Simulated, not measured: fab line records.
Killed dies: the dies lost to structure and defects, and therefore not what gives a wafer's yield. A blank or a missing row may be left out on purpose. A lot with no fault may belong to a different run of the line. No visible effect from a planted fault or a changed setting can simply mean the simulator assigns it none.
Which of the tools did it?	flow sky130	14 lots, 42 wafers sampled, at 2 steps of a route of 708

## WHAT THE GAUGES READ, wafer by wafer
The record lacks any reading of a measuring or inspecting step that a usual standard deviation could be used to judge.

## EACH LOT AND THE TOOL THAT RAN IT (in order: tool; ch and the chambers of the sampled wafers; start)
lot	SKY_LDD_HVN_DEVELOP_06	SKY_PAD_OPEN_PROBE_99
L143	lithoTrack-02 ch 0, day 19 21:15	-
L144	lithoTrack-03 ch 0, day 20 06:54	-
L147	lithoTrack-02 ch 0, day 21 16:27	-
L146	lithoTrack-04 ch 0, day 21 19:28	-
L148	lithoTrack-04 ch 0, day 22 02:59	-
L149	lithoTrack-03 ch 0, day 22 19:09	-
L150	lithoTrack-03 ch 0, day 22 22:31	-
L151	lithoTrack-02 ch 0, day 23 04:22	-
L152	lithoTrack-04 ch 0, day 23 16:37	-
L153	lithoTrack-04 ch 0, day 24 02:58	prober-01, day 48 07:52
L159	lithoTrack-04 ch 0, day 25 23:20	-
L162	lithoTrack-04 ch 0, day 27 03:01	-
L164	lithoTrack-03 ch 0, day 27 23:33	-
L166	lithoTrack-04 ch 0, day 29 04:10	-
- SKY_LDD_HVN_DEVELOP_06: develop time 60 s.
- SKY_PAD_OPEN_PROBE_99

## AS READ BY THE TOOLS THEMSELVES (means over the sampled wafers that have a number; for cases with no such wafer, the mark the record gives instead)
SKY_LDD_HVN_DEVELOP_06. Usual: 23.01 C for developerTempC, sd 0.11.
lot	tool	developerTempC (C)	flag
L143	lithoTrack-02	22.99	
L144	lithoTrack-03	22.92	
L147	lithoTrack-02	22.96	
L146	lithoTrack-04	23.02	
L148	lithoTrack-04	23.02	
L149	lithoTrack-03	22.99	
L150	lithoTrack-03	23.03	
L151	lithoTrack-02	23.05	
L152	lithoTrack-04	23.07	
L153	lithoTrack-04	23.08	
L159	lithoTrack-04	21.91	OFF
L162	lithoTrack-04	22.03	OFF
L164	lithoTrack-03	22.96	
L166	lithoTrack-04	23.02	

SKY_PAD_OPEN_PROBE_99. Usual: killed_at_M0_to_M3 44, standard deviation 7.2; killed_at_M4_up 3.4, standard deviation 2.1; killedAtContacts 24, standard deviation 5.5; killedAtFrontEnd 15, standard deviation 4.6; killedAtOther 0.4, standard deviation 0.64; killedDies 86, standard deviation 9.1; killedOpen 47, standard deviation 7.5; killedShort 39, standard deviation 5.8.
lot	tool	killed_at_M0_to_M3	killed_at_M4_up	killedAtContacts	killedAtFrontEnd	killedAtOther	killedDies	killedOpen	killedShort	flag
L153	prober-01	43	5.7	24	11	0.3	84	44	40	

## THE ANSWER, worked out from the rows above alone
Rule: lot off if the mean of its wafers having a number is beyond 3 standard deviations from the usual mean. A lot without any number at a reading at which 4 lots or more have one is off too. Where the step has rows for the other lots, those lots are counted as sound. The gauges are gone through in route order, then the tools' own readings, and for those a lot's mean is taken as printed above. The first step at which some lot is off is used, and at that step the reading that is off furthest; a lot without a number counts as furthest.
Off, at SKY_LDD_HVN_DEVELOP_06 on developerTempC: L159, L162.
If a tool, at that step or one of the process steps before it, ran each lot that is off and ran no sound lot following the first of them, it fits. No candidate that was tried fits.

## WHAT THE SIMULATOR HAD INSERTED
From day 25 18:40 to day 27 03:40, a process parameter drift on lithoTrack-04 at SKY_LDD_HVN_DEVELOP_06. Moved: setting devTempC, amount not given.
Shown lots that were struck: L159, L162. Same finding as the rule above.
